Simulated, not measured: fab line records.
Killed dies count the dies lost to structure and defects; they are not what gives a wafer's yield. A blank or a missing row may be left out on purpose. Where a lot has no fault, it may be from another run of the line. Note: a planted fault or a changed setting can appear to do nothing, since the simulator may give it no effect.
fab line records ; flow sky130
record: lots: 6; wafers: 18; lastDay: 49
route steps=708 shown LDD_P@263 LDD_HVN@267 PAD_OPEN@708
lots untouched by any fault: they come from a run of this same line in which no faults occurred
startH: the number of hours between the record's first day and the start of the first shown wafer of the lot ; waitH: hours since the lot's step before ; " same as the row above ; L1.1+2: a single row standing in for several wafers ; - no value, or no start was given ; * or withheld: withheld ; < > ~ a bound
route shown NAME@n: a module of which the file shows steps, and the number in the route of the first ; usual: mean and standard deviation over wafers with no fault ; same: alike in all rows ; chamber/n: place in a boat ; sites: each site's reading ; _std_site: how widely they spread, as a standard deviation ; _edge_site: outer sites' mean less inner sites' ; radiusMm: for every site, how far away it sits from the centre of the wafer ; mask NAME#n: copy n ; behind: tool/chamber where the wafer was last shaped ; hold: why the lot went on hold/how many hours it stayed there/how the hold came to an end ; device: names the non-switching transistor (n, p or np) ; end of line: tests of these same wafers at the route's end ; a step given without rows: its recipe and nothing more ; killed: at the first sort, the dies lost to defects and structure; wafer yield is something else ; map: the dies of a wafer, with x for killed, . for not killed, _ for no die there
set.NAME: setting as actually run; set.NAME@STEP: the setting as run at that earlier step ; model.NAME: the simulator's own value behind a step, which no gauge read
a table for each step, a row for each wafer; lots at some steps of the route
services: when a tool's chamber went out of use (startH, in hours from the record's first day, below 0 if earlier), for how many hours, and the reason
== steps ==
step: SKY_LDD_P_OVL_MEAS_08
usual: LDD_P_OVL: 0.8/1.3
lot.wafer;tool;chamber;startH;waitH;LDD_P_OVL[nm]
L708.4;overlay-01;-;455.27;0.1;0.0
L708.5;overlay-01;-;455.27;0.1;0.0
L708.6;overlay-01;-;455.27;0.1;2.8
L713.1;overlay-02;-;516.26;0.1;3.1
L713.2;overlay-02;-;516.26;0.1;0.3
L713.4;overlay-02;-;516.26;0.1;2.1
L719.1;overlay-01;-;545.96;0.1;0.3
L719.2;overlay-01;-;545.96;0.1;-1.8
L719.4;overlay-01;-;545.96;0.1;-1.3
L720.3;overlay-02;-;561.51;0.1;-0.4
L720.4;overlay-02;-;561.51;0.1;0.0
L720.5;overlay-02;-;561.51;0.1;-0.3
L723.2;overlay-02;-;582.05;0.1;1.4
L723.3;overlay-02;-;582.05;0.1;-0.2
L723.4;overlay-02;-;582.05;0.1;0.6
L725.3;overlay-01;-;596.97;0.1;0.6
L725.4;overlay-01;-;596.97;0.1;0.0
L725.5;overlay-01;-;596.97;0.1;0.6
step: SKY_LDD_P_IMPLANT_09
recipe: species: BF2; energyKev: 25; doseCm2: 1e+13; tiltDeg: withheld
step: SKY_LDD_P_STRIP_10
recipe: chemistry: O2/N2; powerW: 1400; pressureMtorr: 1500; platenTempC: withheld; o2FlowSccm: 3000; n2FlowSccm: 300; overashFraction: 0.5
usual: drypumpMotorCurrentA: 6.0/0.52; n2FlowSccm: 300.0/0.92; oesProductAu: 0.716/0.0049; stripTimeToEndpointS: 14.19/0.043
lot.wafer;tool;chamber;startH;waitH;drypumpMotorCurrentA;n2FlowSccm;oesProductAu;rfHoursCounterH;stripTimeToEndpointS
L708.4;plasmaAsher-03;1;455.47;0.1;6.3;299.8;0.716;-;14.18
L708.5;plasmaAsher-03;1;455.47;0.1;6.3;300.0;0.717;-;14.17
L708.6;plasmaAsher-03;0;455.47;0.1;5.2;300.1;0.710;-;14.21
L713.1;plasmaAsher-04;0;516.44;0.1;6.2;300.5;0.716;84;14.24
L713.2;plasmaAsher-04;1;516.44;0.1;6.7;299.5;0.720;84;14.24
L713.4;plasmaAsher-04;1;516.44;0.1;6.7;298.8;0.723;-;14.22
L719.1;plasmaAsher-03;0;546.14;0.1;5.2;298.5;0.718;72;14.17
L719.2;plasmaAsher-03;1;546.14;0.1;6.3;298.6;0.721;72;14.19
L719.4;plasmaAsher-03;0;546.14;0.1;5.2;300.6;0.720;-;14.18
L720.3;plasmaAsher-03;0;561.72;0.1;5.2;300.7;0.717;-;14.12
L720.4;plasmaAsher-03;1;561.72;0.1;6.3;300.2;0.711;-;14.12
L720.5;plasmaAsher-03;0;561.72;0.1;5.2;301.3;0.712;-;14.12
L723.2;plasmaAsher-03;0;582.23;0.1;5.2;299.9;0.717;76;14.22
L723.3;plasmaAsher-03;0;582.23;0.1;5.2;299.8;0.713;-;14.25
L723.4;plasmaAsher-03;1;582.23;0.1;6.3;299.6;0.716;-;14.22
L725.3;plasmaAsher-01;0;597.18;0.1;5.5;300.5;0.711;-;14.13
L725.4;plasmaAsher-01;1;597.18;0.1;6.1;300.1;0.720;-;14.15
L725.5;plasmaAsher-01;0;597.18;0.1;5.5;298.4;0.715;-;14.19
step: SKY_LDD_P_TW_MEAS_11
usual: LDD_P_TW: 639/4.8
lot.wafer;tool;chamber;startH;waitH;LDD_P_TW
L708.4;filmMetro-02;-;455.57;0.1;635
L708.5;filmMetro-02;-;455.57;0.1;636
L708.6;filmMetro-02;-;455.57;0.1;637
L713.1;filmMetro-02;-;516.54;0.1;635
L713.2;filmMetro-02;-;516.54;0.1;636
L713.4;filmMetro-02;-;516.54;0.1;639
L719.1;filmMetro-02;-;546.24;0.1;631
L719.2;filmMetro-02;-;546.24;0.1;629
L719.4;filmMetro-02;-;546.24;0.1;631
L720.3;filmMetro-02;-;561.81;0.1;626
L720.4;filmMetro-02;-;561.81;0.1;628
L720.5;filmMetro-02;-;561.81;0.1;629
L723.2;filmMetro-01;-;582.34;0.1;636
L723.3;filmMetro-01;-;582.34;0.1;636
L723.4;filmMetro-01;-;582.34;0.1;636
L725.3;filmMetro-04;-;597.26;0.1;642
L725.4;filmMetro-04;-;597.26;0.1;641
L725.5;filmMetro-04;-;597.26;0.1;645
step: SKY_LDD_HVN_DEHYDRATE_00
recipe: tempC: 200; timeS: 60
step: SKY_LDD_HVN_HMDS_01
recipe: primeTimeS: 60; primeTempC: 120
step: SKY_LDD_HVN_COAT_02
recipe: resist: NOVOLAK; spinRpm: 3000; resistThkNm: 300
step: SKY_LDD_HVN_SOFTBAKE_03
recipe: tempC: 90; timeS: 60; resist: NOVOLAK
step: SKY_LDD_HVN_EXPOSE_04
recipe: maskId: HVNTM; na: 0.6; sourceShape: conventional; sigmaOuter: 0.6; polarization: unpolarized; targetCdNm: 700; doseMj: 127
step: SKY_LDD_HVN_PEB_05
recipe: tempC: withheld; timeS: *; resist: NOVOLAK
step: SKY_LDD_HVN_DEVELOP_06
recipe: resist: NOVOLAK; developer: TMAH; developTimeS: 60; devTempC: 23
step: SKY_LDD_HVN_OVL_MEAS_07
usual: LDD_HVN_OVL: -0.7/1.3
lot.wafer;tool;chamber;startH;waitH;LDD_HVN_OVL[nm]
L708.4;overlay-02;-;485.39;0.1;-1.5
L708.5;overlay-02;-;485.39;0.1;-2.5
L708.6;overlay-02;-;485.39;0.1;-4.0
L713.1;overlay-02;-;546.87;0.1;0.4
L713.2;overlay-02;-;546.87;0.1;-0.9
L713.4;overlay-02;-;546.87;0.1;-0.8
L719.1;overlay-01;-;576.04;0.1;-0.8
L719.2;overlay-01;-;576.04;0.1;-0.4
L719.4;overlay-01;-;576.04;0.1;0.1
L720.3;overlay-02;-;591.79;0.1;-1.1
L720.4;overlay-02;-;591.79;0.1;-1.5
L720.5;overlay-02;-;591.79;0.1;-0.2
L723.2;overlay-01;-;610.83;0.1;-0.4
L723.3;overlay-01;-;610.83;0.1;-2.5
L723.4;overlay-01;-;610.83;0.1;0.9
L725.3;overlay-02;-;626.35;0.1;-2.2
L725.4;overlay-02;-;626.35;0.1;-2.0
L725.5;overlay-02;-;626.35;0.1;-0.8
step: SKY_LDD_HVN_IMPLANT_08
recipe: species: P; energyKev: 60; doseCm2: 3e+13; tiltDeg: 40
usual: doseIonsCm2: 2.999e+13/3.1e+10; faradayCurrentUA: 169/3.5
lot.wafer;tool;chamber;startH;waitH;doseIonsCm2;faradayCurrentUA
L708.4;implanter-02;0;485.85;0.4;3.005e+13;169
L708.5;implanter-02;0;485.85;0.4;3.001e+13;170
L708.6;implanter-02;0;485.85;0.4;2.997e+13;173
L713.1;implanter-03;0;546.91;0.0;2.998e+13;171
L713.2;implanter-03;0;546.91;0.0;3.004e+13;166
L713.4;implanter-03;0;546.91;0.0;2.998e+13;169
L719.1;implanter-03;0;576.07;0.0;2.752e+13;152
L719.2;implanter-03;0;576.07;0.0;2.754e+13;147
L719.4;implanter-03;0;576.07;0.0;2.752e+13;154
L720.3;implanter-03;0;591.86;0.1;2.749e+13;156
L720.4;implanter-03;0;591.86;0.1;2.753e+13;152
L720.5;implanter-03;0;591.86;0.1;2.751e+13;154
L723.2;implanter-02;0;610.89;0.0;2.996e+13;172
L723.3;implanter-02;0;610.89;0.0;2.998e+13;168
L723.4;implanter-02;0;610.89;0.0;2.994e+13;173
L725.3;implanter-02;0;626.42;0.1;2.996e+13;173
L725.4;implanter-02;0;626.42;0.1;2.997e+13;170
L725.5;implanter-02;0;626.42;0.1;2.998e+13;174
step: SKY_LDD_HVN_STRIP_09
recipe: chemistry: O2/N2; powerW: 1400; pressureMtorr: 1500; platenTempC: withheld; o2FlowSccm: 3000; n2FlowSccm: 300; overashFraction: 0.5
usual: drypumpMotorCurrentA: 6.1/0.42; n2FlowSccm: 300.0/0.89; oesProductAu: 0.408/0.0046; stripTimeToEndpointS: 4.135/0.015
lot.wafer;tool;chamber;startH;waitH;drypumpMotorCurrentA;n2FlowSccm;oesProductAu;rfHoursCounterH;stripTimeToEndpointS
L708.4;plasmaAsher-01;1;485.96;0.1;6.1;300.2;0.406;-;4.160
L708.5;plasmaAsher-01;0;485.96;0.1;5.5;300.0;0.414;-;4.151
L708.6;plasmaAsher-01;1;485.96;0.1;6.1;299.9;0.413;-;4.141
L713.1;plasmaAsher-04;1;547.06;0.1;6.7;301.1;0.407;87;4.131
L713.2;plasmaAsher-04;0;547.06;0.1;6.2;299.1;0.406;87;4.122
L713.4;plasmaAsher-04;1;547.06;0.1;6.7;300.3;0.418;-;4.129
L719.1;plasmaAsher-04;1;576.22;0.1;6.7;299.2;0.407;90;4.116
L719.2;plasmaAsher-04;0;576.22;0.1;6.2;299.0;0.403;90;4.115
L719.4;plasmaAsher-04;1;576.22;0.1;6.7;299.7;0.411;-;4.134
L720.3;plasmaAsher-04;1;591.99;0.1;6.7;300.4;0.404;-;4.121
L720.4;plasmaAsher-04;0;591.99;0.1;6.2;301.0;0.410;-;4.155
L720.5;plasmaAsher-04;0;591.99;0.1;6.2;300.3;0.403;-;4.123
L723.2;plasmaAsher-04;1;611.01;0.1;6.7;299.3;0.410;93;4.107
L723.3;plasmaAsher-04;0;611.01;0.1;6.2;300.7;0.400;-;4.145
L723.4;plasmaAsher-04;1;611.01;0.1;6.7;299.4;0.409;-;4.127
L725.3;plasmaAsher-01;0;626.55;0.1;5.5;300.5;0.407;-;4.162
L725.4;plasmaAsher-01;1;626.55;0.1;6.1;301.0;0.402;-;4.147
L725.5;plasmaAsher-01;1;626.55;0.1;6.1;301.2;0.413;-;4.145
step: SKY_LDD_HVN_TW_MEAS_10
usual: LDD_HVN_TW: 1439/8.9
lot.wafer;tool;chamber;startH;waitH;hold;LDD_HVN_TW
L708.4;filmMetro-01;-;486.05;0.1;-;1447
L708.5;filmMetro-01;-;486.05;0.1;-;1441
L708.6;filmMetro-01;-;486.05;0.1;-;1447
L713.1;filmMetro-01;-;547.16;0.1;-;1459
L713.2;filmMetro-01;-;547.16;0.1;-;1465
L713.4;filmMetro-01;-;547.16;0.1;-;1450
L719.1;filmMetro-01;-;576.32;0.1;awaitDispo/0.2h/release;1400
L719.2;filmMetro-01;-;576.32;0.1;awaitDispo/0.2h/release;1397
L719.4;filmMetro-01;-;576.32;0.1;awaitDispo/0.2h/release;1396
L719.1;filmMetro-01;-;576.55;0.2;-;1399
L719.2;filmMetro-01;-;576.55;0.2;-;1389
L719.4;filmMetro-01;-;576.55;0.2;-;1402
L720.3;filmMetro-03;-;592.08;0.1;awaitDispo/0.2h/release;1399
L720.4;filmMetro-03;-;592.08;0.1;awaitDispo/0.2h/release;1385
L720.5;filmMetro-03;-;592.08;0.1;awaitDispo/0.2h/release;1402
L720.3;filmMetro-03;-;592.31;0.2;-;1393
L720.4;filmMetro-03;-;592.31;0.2;-;1393
L720.5;filmMetro-03;-;592.31;0.2;-;1396
L723.2;filmMetro-01;-;611.12;0.1;-;1437
L723.3;filmMetro-01;-;611.12;0.1;-;1446
L723.4;filmMetro-01;-;611.12;0.1;-;1444
L725.3;filmMetro-03;-;626.64;0.1;-;1439
L725.4;filmMetro-03;-;626.64;0.1;-;1436
L725.5;filmMetro-03;-;626.64;0.1;-;1440
step: SKY_PAD_OPEN_PROBE_99
usual: killed_at_M0_to_M3: 43/7.7; killed_at_M4_up: 2.9/1.7; killedAtContacts: 24/5.5; killedAtFrontEnd: 15/4; killedAtOther: 0.4/0.66; killedDies: 86/9.4; killedOpen: 47/6.7; killedShort: 38/6.2
same: grossDies: 492; killedAtBackSide: 0
lot.wafer;tool;chamber;startH;waitH;killed_at_M0_to_M3;killed_at_M4_up;killedAtContacts;killedAtFrontEnd;killedAtOther;killedDies;killedOpen;killedShort;model.etest.tip_n_5v.rsOhmSq
L708.4;prober-02;-;1093.10;0.2;33;5;30;21;4;93;53;37;1404
L708.5;prober-02;-;1093.15;0.2;50;4;17;16;1;88;42;45;1394
L708.6;prober-02;-;1093.20;0.2;51;4;20;10;0;85;56;29;1404
L713.1;prober-01;-;1130.45;0.1;51;5;28;12;1;97;54;40;1411
L713.2;prober-01;-;1130.50;0.1;42;2;24;18;0;86;48;33;1392
L713.4;prober-01;-;1130.60;0.2;56;6;24;17;1;104;47;55;1405
L719.1;prober-01;-;1150.42;0.1;43;4;29;15;0;91;43;48;1498
L719.2;prober-01;-;1150.47;0.1;54;3;16;14;0;87;44;43;1483
L719.4;prober-01;-;1150.57;0.2;43;3;20;10;0;76;42;34;1479
L720.3;prober-02;-;1158.07;0.2;45;2;27;18;1;93;49;44;1500
L720.4;prober-02;-;1158.12;0.2;26;2;18;15;0;61;40;21;1504
L720.5;prober-02;-;1158.17;0.2;48;3;23;15;0;89;53;36;1505
L723.2;prober-01;-;1170.55;0.1;32;2;28;15;1;78;44;34;1392
L723.3;prober-01;-;1170.60;0.2;35;3;38;20;1;97;55;41;1389
L723.4;prober-01;-;1170.65;0.2;34;2;25;12;0;73;40;33;1384
L725.3;prober-01;-;1177.12;0.2;39;3;17;12;0;71;31;39;1395
L725.4;prober-01;-;1177.17;0.2;53;1;25;16;1;96;47;48;1404
L725.5;prober-01;-;1177.22;0.2;36;4;21;16;0;77;44;33;1392
killed by level:class
L708.4 CONTACT:geometricParticle:open=16 LI_CONTACT:geometricParticle:open=8 VIA3:geometricParticle:open=7 VIA1:geometricParticle:short=6 POLY_GATE:geometricParticle:open=5 METAL1:geometricParticle:short=5 CONTACT:geometricParticle:short=5 POLY_GATE:geometricParticle:short=4
L708.5 CONTACT:geometricParticle:open=9 VIA1:geometricParticle:open=8 VIA1:geometricParticle:short=8 VIA2:geometricParticle:open=7 VIA3:geometricParticle:open=6 METAL1:geometricParticle:short=6 METAL2:geometricParticle:short=5 FIELD_ISO:geometricParticle:open=4
L708.6 VIA1:geometricParticle:open=15 VIA3:geometricParticle:open=10 VIA2:geometricParticle:open=8 CONTACT:geometricParticle:open=7 LI_CONTACT:geometricParticle:open=6 METAL1:geometricParticle:short=4 FIELD_ISO:geometricParticle:open=3 VIA1:geometricParticle:short=3
L713.1 CONTACT:geometricParticle:open=13 VIA1:geometricParticle:open=12 VIA1:geometricParticle:short=11 LI_CONTACT:geometricParticle:open=7 FIELD_ISO:geometricParticle:open=6 VIA2:geometricParticle:open=6 LI_CONTACT:geometricParticle:short=5 METAL2:geometricParticle:short=4
L713.2 CONTACT:geometricParticle:open=11 VIA1:geometricParticle:open=10 FIELD_ISO:geometricParticle:open=7 METAL1:geometricParticle:short=7 LI_CONTACT:geometricParticle:open=5 VIA2:geometricParticle:open=5 LI_CONTACT:geometricParticle:short=4 VIA1:geometricParticle:short=4
L713.4 VIA1:geometricParticle:open=13 VIA1:geometricParticle:short=11 FIELD_ISO:geometricParticle:short=9 LI_CONTACT:geometricParticle:open=7 METAL2:geometricParticle:short=7 CONTACT:geometricParticle:open=6 VIA3:geometricParticle:open=6 FIELD_ISO:geometricParticle:open=5
L719.1 VIA3:geometricParticle:open=10 CONTACT:geometricParticle:short=8 VIA1:geometricParticle:open=8 CONTACT:geometricParticle:open=7 LOCAL_INTERCONNECT:geometricParticle:short=6 POLY_GATE:geometricParticle:short=5 LI_CONTACT:geometricParticle:open=4 VIA1:geometricParticle:short=4
L719.2 VIA1:geometricParticle:open=14 VIA3:geometricParticle:open=9 VIA3:geometricParticle:short=8 POLY_GATE:geometricParticle:short=5 CONTACT:geometricParticle:short=5 METAL1:geometricParticle:short=5 LI_CONTACT:geometricParticle:open=4 CONTACT:geometricParticle:open=4
L719.4 CONTACT:geometricParticle:open=11 VIA1:geometricParticle:open=10 VIA2:geometricParticle:open=8 METAL1:geometricParticle:short=5 VIA3:geometricParticle:open=5 VIA1:geometricParticle:short=5 CONTACT:geometricParticle:short=4 FIELD_ISO:geometricParticle:short=3
L720.3 CONTACT:geometricParticle:open=10 VIA2:geometricParticle:open=8 VIA3:geometricParticle:open=7 VIA1:geometricParticle:open=7 METAL2:geometricParticle:short=7 POLY_GATE:geometricParticle:short=6 LI_CONTACT:geometricParticle:open=6 LOCAL_INTERCONNECT:geometricParticle:short=6
L720.4 CONTACT:geometricParticle:open=10 VIA3:geometricParticle:open=6 FIELD_ISO:geometricParticle:open=5 VIA2:geometricParticle:open=5 POLY_GATE:geometricParticle:short=5 VIA1:geometricParticle:open=5 LI_CONTACT:geometricParticle:open=4 VIA2:geometricParticle:short=3
L720.5 VIA3:geometricParticle:open=11 CONTACT:geometricParticle:open=9 METAL1:geometricParticle:short=8 LI_CONTACT:geometricParticle:open=8 VIA2:geometricParticle:open=8 VIA1:geometricParticle:open=7 VIA1:geometricParticle:short=4 SPACER:geometricParticle:short=4
L723.2 CONTACT:geometricParticle:open=9 LI_CONTACT:geometricParticle:open=8 VIA2:geometricParticle:open=7 POLY_GATE:geometricParticle:open=5 CONTACT:geometricParticle:short=5 VIA3:geometricParticle:open=5 FIELD_ISO:geometricParticle:short=4 METAL1:geometricParticle:short=4
L723.3 CONTACT:geometricParticle:open=18 VIA1:geometricParticle:short=7 CONTACT:geometricParticle:short=6 VIA1:geometricParticle:open=6 POLY_GATE:geometricParticle:open=5 LI_CONTACT:geometricParticle:open=5 LOCAL_INTERCONNECT:geometricParticle:short=5 VIA3:geometricParticle:open=5
L723.4 CONTACT:geometricParticle:open=12 VIA1:geometricParticle:open=7 VIA1:geometricParticle:short=5 POLY_GATE:geometricParticle:short=4 LI_CONTACT:geometricParticle:open=4 CONTACT:geometricParticle:short=4 METAL2:geometricParticle:short=4 POLY_GATE:geometricParticle:open=3
L725.3 VIA2:geometricParticle:open=8 METAL1:geometricParticle:short=7 VIA2:geometricParticle:short=6 LOCAL_INTERCONNECT:geometricParticle:short=5 VIA1:geometricParticle:open=4 CONTACT:geometricParticle:open=4 METAL1:geometricParticle:open=4 FIELD_ISO:geometricParticle:short=3
L725.4 VIA2:geometricParticle:open=10 VIA1:geometricParticle:open=9 METAL1:geometricParticle:short=8 LI_CONTACT:geometricParticle:open=8 CONTACT:geometricParticle:short=7 CONTACT:geometricParticle:open=6 FIELD_ISO:geometricParticle:short=5 VIA1:geometricParticle:short=5
L725.5 CONTACT:geometricParticle:open=11 LI_CONTACT:geometricParticle:open=7 VIA1:geometricParticle:open=7 METAL1:geometricParticle:short=6 FIELD_ISO:geometricParticle:open=4 FIELD_ISO:geometricParticle:short=4 POLY_GATE:geometricParticle:open=4 METAL4:geometricParticle:short=4
== services ==
tool;chamber;startH;hours;kind
plasmaAsher-01;-;458.78;8.1;repair
plasmaAsher-03;-;475.92;3.0;repair
implanter-03;-;479.74;6.4;pm
plasmaAsher-03;-;492.63;7.9;repair
implanter-03;-;518.11;3.1;repair
implanter-03;-;601.23;0.6;repair
implanter-03;-;603.69;23.2;pm
plasmaAsher-04;-;604.98;2.0;repair
plasmaAsher-03;-;624.33;12.8;repair
== key ==
firstSign: step: SKY_LDD_HVN_IMPLANT_08; reading: doseIonsCm2; direction: down; sigmas: 79; usual: *; struck: *
effect: step: SKY_LDD_HVN_IMPLANT_08; reading: faradayCurrentUA; direction: down; sigmas: 4.7; usual: 169; struck: 153
effect: step: SKY_LDD_HVN_TW_MEAS_10; reading: visit; direction: added
modelEffect: step: SKY_PAD_OPEN_PROBE_99; value: etest.tip_n_5v.rsOhmSq; without: 1402; struck: 1495
metAt SKY_LDD_HVN_IMPLANT_08
struckWafers L719.1,L719.2,L719.4,L720.3,L720.4,L720.5
testerLeftOut L719,L720
onsetBetween 546.91 576.07
fault: kind: processParameterDrift; tool: implanter-03; chamber: -; onsetH: 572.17; steps: SKY_LDD_HVN_IMPLANT_08; channel: doseCm2; offset: *; shape: step; endH: 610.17; actsIn: *; stated: *
testerLeftOut: of these lots the tester's yield and bins aren't shown, on N5 and GAA mostly nor the transistor test; their killed dies are dies lost to structure and defects alone, not to doping, threshold or leakage, so they don't give the yield
